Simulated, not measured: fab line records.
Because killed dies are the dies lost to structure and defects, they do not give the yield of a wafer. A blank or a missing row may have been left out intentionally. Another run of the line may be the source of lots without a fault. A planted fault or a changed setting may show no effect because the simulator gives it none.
Split-lot experiment + flow gf180mcu + 5 lots, 27 wafers read, on a route of 602 steps

THE SPLIT
At GF_PASSIVATION_ETCH_11 (etches the open film in CF4/O2, stops on TiN, target depth 1800 nm, time 400 s), the setting time s was moved away from the recipe's 400 s on 12 of the 27 wafers read, by -59.0% to +32.6%. All remaining wafers had this setting at the recipe value.

The reading is taken at the split's own step.

THE READING
coat_of_PASSIVATION_COAT_06.thk nm (the simulator's own value, which no gauge read), in nm, at GF_PASSIVATION_ETCH_11 (etches the open film in CF4/O2, stops on TiN, target depth 1800 nm, time 400 s). No usual value for it is given in the file. The 15 wafers here that ran the recipe average 2804 nm, standard deviation 20 nm.

| wafer  | tool, chamber at the split | time s as run, s | against the recipe | coat_of_PASSIVATION_COAT_06.thk nm, nm | against lot-mates on the recipe |
|--------|----------------------------|------------------|--------------------|----------------------------------------|---------------------------------|
| L074.1 | rie diel-02, 1             | 400              | recipe             | 2808                                   | -                               |
| L074.2 | rie diel-02, 0             | 400              | recipe             | 2813                                   | -                               |
| L074.3 | rie diel-02, 2             | 288.2            | -28.0%             | 3146                                   | +329                            |
| L074.4 | rie diel-02, 3             | 288.2            | -28.0%             | 3157                                   | +340                            |
| L074.5 | rie diel-02, 3             | 400              | recipe             | 2829                                   | -                               |
| L074.6 | rie diel-02, 0             | 288.2            | -28.0%             | 3142                                   | +325                            |
| L076.2 | rie diel-03, 0             | 400              | recipe             | 2788                                   | -                               |
| L076.3 | rie diel-03, 3             | 400              | recipe             | 2803                                   | -                               |
| L076.6 | rie diel-03, 2             | 400              | recipe             | 2809                                   | -                               |
| L077.1 | rie diel-02, 0             | 530.2            | +32.6%             | 2432                                   | -365                            |
| L077.2 | rie diel-02, 2             | 530.2            | +32.6%             | 2398                                   | -399                            |
| L077.3 | rie diel-02, 1             | 400              | recipe             | 2785                                   | -                               |
| L077.4 | rie diel-02, 1             | 400              | recipe             | 2786                                   | -                               |
| L077.5 | rie diel-02, 0             | 400              | recipe             | 2820                                   | -                               |
| L077.6 | rie diel-02, 2             | 530.2            | +32.6%             | 2399                                   | -398                            |
| L078.1 | rie diel-03, 2             | 163.9            | -59.0%             | 3531                                   | +702                            |
| L078.2 | rie diel-03, 3             | 400              | recipe             | 2825                                   | -                               |
| L078.3 | rie diel-03, 0             | 400              | recipe             | 2824                                   | -                               |
| L078.4 | rie diel-03, 1             | 163.9            | -59.0%             | 3514                                   | +685                            |
| L078.5 | rie diel-03, 1             | 163.9            | -59.0%             | 3520                                   | +691                            |
| L078.6 | rie diel-03, 0             | 400              | recipe             | 2838                                   | -                               |
| L084.1 | rie diel-02, 3             | 235.2            | -41.2%             | 3291                                   | +512                            |
| L084.2 | rie diel-02, 2             | 400              | recipe             | 2774                                   | -                               |
| L084.3 | rie diel-02, 1             | 235.2            | -41.2%             | 3282                                   | +503                            |
| L084.4 | rie diel-02, 0             | 400              | recipe             | 2796                                   | -                               |
| L084.5 | rie diel-02, 3             | 235.2            | -41.2%             | 3298                                   | +519                            |
| L084.6 | rie diel-02, 2             | 400              | recipe             | 2768                                   | -                               |

THE FIT
A straight line over all 27 wafers: coat_of_PASSIVATION_COAT_06.thk nm changes by -12.1 nm for each +1% of time s; r = -1.00; the points scatter about the line by 18 nm.
The same after taking each lot's own level away (the mean of its wafers on the recipe; 27 wafers): -11.9 nm for each +1%; r = -1.00; scatter 13 nm.
That fit puts the effect of the largest move of time s on the reading at 7e+02 nm.
The lots' own levels span 2779.3 to 2829.0 nm, that is 2.4 times the standard deviation above.
The two slopes are in agreement: the lot-to-lot level therefore moves the slope only a little.
Check: for one of the wafers moved furthest among these (-59.0%), held out of the fit, the line's prediction against its lot-mates is +705 nm. Against them it came out at +702 nm.

FURTHER SPLITS ON THESE WAFERS
These wafers also went through other splits before the reading. Each is held against what the fit with the lots' levels taken away leaves over:
| other split on the same wafers   | wafers away from the commonest value | r with coat_of_PASSIVATION_COAT_06.thk nm (lot level and that fit taken away) |
|----------------------------------|--------------------------------------|-------------------------------------------------------------------------------|
| GF_MIM_DEVELOP_18 develop time s | 6                                    | -0.55                                                                         |
| GF_TOP_METAL_SPUTTER_02 time s   | 12                                   | +0.30                                                                         |

THE WHOLE CHAIN: every reading that the file lists as answering this split, in the file's order
| step                    | what it does                                                                   | reading                                                                             | change (the file's fit)                                                          | r (the file's) |
|-------------------------|--------------------------------------------------------------------------------|-------------------------------------------------------------------------------------|----------------------------------------------------------------------------------|----------------|
| GF_PASSIVATION_ETCH_11  | etches the open film in CF4/O2, stops on TiN, target depth 1800 nm, time 400 s | PASSIVATION.feature depth nm (the simulator's own value, which no gauge read)       | not straight: 743 at the lowest setting, 1708 at the recipe, 1699 at the highest | not given      |
| GF_PASSIVATION_ETCH_11  | etches the open film in CF4/O2, stops on TiN, target depth 1800 nm, time 400 s | coat_of_PASSIVATION_COAT_06.thk nm (the simulator's own value, which no gauge read) | -11.9 nm for each +1% of the setting                                             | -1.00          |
| GF_PASSIVATION_STRIP_12 | strips in O2/N2                                                                | strip time to endpoint s                                                            | withheld for each +1% of the setting                                             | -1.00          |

THE FILE'S OWN FIT
coat_of_PASSIVATION_COAT_06.thk nm changes by -11.9 nm for each +1% of time s, r = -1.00.
